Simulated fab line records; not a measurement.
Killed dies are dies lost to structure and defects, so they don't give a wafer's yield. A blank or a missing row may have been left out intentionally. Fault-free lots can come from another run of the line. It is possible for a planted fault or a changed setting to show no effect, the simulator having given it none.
2 desks, one fault    flow sfq line    only its own numbers are on each desk; what lay behind them is given at the end

THE METROLOGY DESK
What the gauges read for every lot (on any tool): the sampled wafers with a number, averaged. Marked OUT: a lot whose mean sits more than 4 standard deviations from the usual mean, which makes it out of limits; the brackets give that distance.
Columns: A = M1_NB_RS at SFQ_M1_RS_MEAS_909, usual 0.900 ohm/sq
lot   first seen here  A
L582  day 10 12:59     0.927
L584  day 11 05:48     0.878
L585  day 11 08:11     0.892
L586  day 12 10:36     0.905
L587  day 12 21:01     0.889
L588  day 12 23:10     0.899
L590  day 13 14:11     0.894
L593  day 14 08:10     0.920
L595  day 14 12:59     0.597 (-18) OUT
L597  day 15 08:07     0.603 (-17) OUT
L599  day 15 22:28     0.903
L600  day 16 05:40     0.889
L603  day 17 04:01     0.895
L604  day 17 08:53     0.871
This desk's finding: out of limits on L595, L597; first on L595, day 14 12:59 (M1_NB_RS at SFQ_M1_RS_MEAS_909). L582, L584, L585, L586, L587, L588, L590, L593, L599, L600, L603, L604: within limits.

DESK OF THE TOOL OWNER: pvd sputter-06
The tool's own readings at SFQ_TRILAYER_M1_DEP_SPUTTER_037 (material Nb, target thk 200 nm, time 133.3 s): means of the sampled wafers that have a number, for each lot that ran on this tool. Marked OUT: a lot whose mean sits more than 4 standard deviations from the usual mean, which makes it out of limits; the brackets give that distance.
Columns: A = cathode dc power W at SFQ_TRILAYER_M1_DEP_SPUTTER_037, usual 2000.0 W; B = throttle valve pct at SFQ_TRILAYER_M1_DEP_SPUTTER_037, usual 29.9 %
lot   first seen here  A                         B
L582  day 10 12:53     1999.9                    28.6
L593  day 14 08:04     1999.7                    29.5
L595  day 14 12:52     3016.7 (+99 or more) OUT  29.3
L597  day 15 07:59     3016.9 (+99 or more) OUT  29.0
Finding of this desk: L595, L597 out of limits; the first was L595 at day 14 12:52, on cathode dc power W at SFQ_TRILAYER_M1_DEP_SPUTTER_037. L582, L593: within limits.

PUT TOGETHER
On L595, L597, at day 14 12:52, an alarm was possible from the tool owner's desk.
L595, L597 would have let the metrology desk raise an alarm at day 14 12:59.
Every lot named ran SFQ_TRILAYER_M1_DEP_SPUTTER_037 on pvd sputter-06.

WHAT THE SIMULATOR HAD PUT IN
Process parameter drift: pvd sputter-06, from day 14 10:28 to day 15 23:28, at SFQ_TRILAYER_M1_DEP_SPUTTER_037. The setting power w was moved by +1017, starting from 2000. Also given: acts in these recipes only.
Shown lots that were struck: L595, L597.
Delay (hours) between the fault's onset and each desk's first out-of-limits reading: 2 at the tool owner's desk, 3 at the metrology desk.
